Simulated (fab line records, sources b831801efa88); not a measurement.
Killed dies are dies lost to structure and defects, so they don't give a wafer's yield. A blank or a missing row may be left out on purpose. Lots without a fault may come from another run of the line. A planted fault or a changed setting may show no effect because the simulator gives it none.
Split-lot experiment | flow sfq_line | 5 lots, 23 wafers read, on a route of 325 steps

THE SPLIT
At SFQ_TRILAYER_L0_VIA_LITHO_PEB_016 (peb time 60 s), the setting peb_temp_c was moved away from the recipe's 115 C on 7 of the 23 wafers read, by -2.3% to +2.7%. The other wafers ran this setting at the recipe's value.

FROM THE SPLIT TO THE READING: what the file shows between them, 1 step
- SFQ_TRILAYER_L0_VIA_LITHO_DEVELOP_015: time 60 s

THE READING
L0V.cd_nm (the simulator's own value, which no gauge read), in nm, at SFQ_TRILAYER_L0_VIA_BARC_OPEN_VIA_ETCH_021 (etches BARC in O2, target depth 125 nm, time 41.7 s). The file gives no usual value for it. The 16 wafers here that ran the recipe average 700.1 nm, standard deviation 2.9 nm.

wafer  | tool, chamber at the split | peb_temp_c as run, C | against the recipe | L0V.cd_nm, nm | against lot-mates on the recipe
L074.1 | litho_track-04, 0          | 115                  | recipe             | 698.8         | -
L074.2 | litho_track-04, 0          | 115                  | recipe             | 699.6         | -
L074.3 | litho_track-04, 0          | 118.1                | +2.7%              | 750.9         | +50.8
L074.4 | litho_track-04, 0          | 118.1                | +2.7%              | 749.6         | +49.5
L074.5 | litho_track-04, 0          | 115                  | recipe             | 701.9         | -
L075.1 | litho_track-02, 0          | 115                  | recipe             | 706.1         | -
L075.2 | litho_track-02, 0          | 115                  | recipe             | 702.8         | -
L075.4 | litho_track-02, 0          | 115                  | recipe             | 703.7         | -
L079.1 | litho_track-02, 0          | 115                  | recipe             | 698           | -
L079.3 | litho_track-02, 0          | 115                  | recipe             | 699.9         | -
L079.4 | litho_track-02, 0          | 117.3                | +2.0%              | 738.4         | +39.7
L079.5 | litho_track-02, 0          | 117.3                | +2.0%              | 738.9         | +40.2
L079.6 | litho_track-02, 0          | 115                  | recipe             | 698.3         | -
L081.2 | litho_track-02, 0          | 115                  | recipe             | 701.5         | -
L081.3 | litho_track-02, 0          | 115                  | recipe             | 701.5         | -
L081.4 | litho_track-02, 0          | 115                  | recipe             | 697.8         | -
L081.5 | litho_track-02, 0          | 115                  | recipe             | 699.3         | -
L081.6 | litho_track-02, 0          | 115                  | recipe             | 702.3         | -
L084.1 | litho_track-04, 0          | 112.3                | -2.3%              | 638.9         | -56.2
L084.2 | litho_track-04, 0          | 115                  | recipe             | 695.4         | -
L084.3 | litho_track-04, 0          | 112.3                | -2.3%              | 639.2         | -55.9
L084.4 | litho_track-04, 0          | 115                  | recipe             | 694.9         | -
L084.5 | litho_track-04, 0          | 112.3                | -2.3%              | 640.5         | -54.6

THE FIT
A straight line over all 23 wafers: L0V.cd_nm changes by +21.9 nm for each +1% of peb_temp_c; r = +0.99; the points scatter about the line by 4.7 nm.
The same after taking each lot's own level away (the mean of its wafers on the recipe; 23 wafers): +21.1 nm for each +1%; r = +0.99; scatter 3 nm.
On that fit, the largest move of peb_temp_c shifts the reading by 57 nm.
The lots' own levels span 695.15 to 704.20 nm, that is 3.1 times the standard deviation above.
So the lot-to-lot level changes the slope little: the two slopes agree.
Check: with one of the wafers moved furthest among these (+2.7%) left out of the fit, the line predicts +56.6 nm for it against its lot-mates. It came out at +50.8 nm against them.

OTHER SPLITS ON THESE WAFERS
These wafers also went through other splits before the reading. Each is held against what the fit with the lots' levels taken away leaves over:
other split on the same wafers               | wafers away from the commonest value | r with L0V.cd_nm (lot level and that fit taken away)
SFQ_TRILAYER_L0_DEP_SPUTTER_003 time_s       | 4                                    | +0.10
SFQ_TRILAYER_L0_LITHO_COAT_005 resist_thk_nm | 8                                    | +0.19

THE FILE'S OWN FIT
L0V.cd_nm changes by +20.6 nm for each +1% of peb_temp_c, r = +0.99.
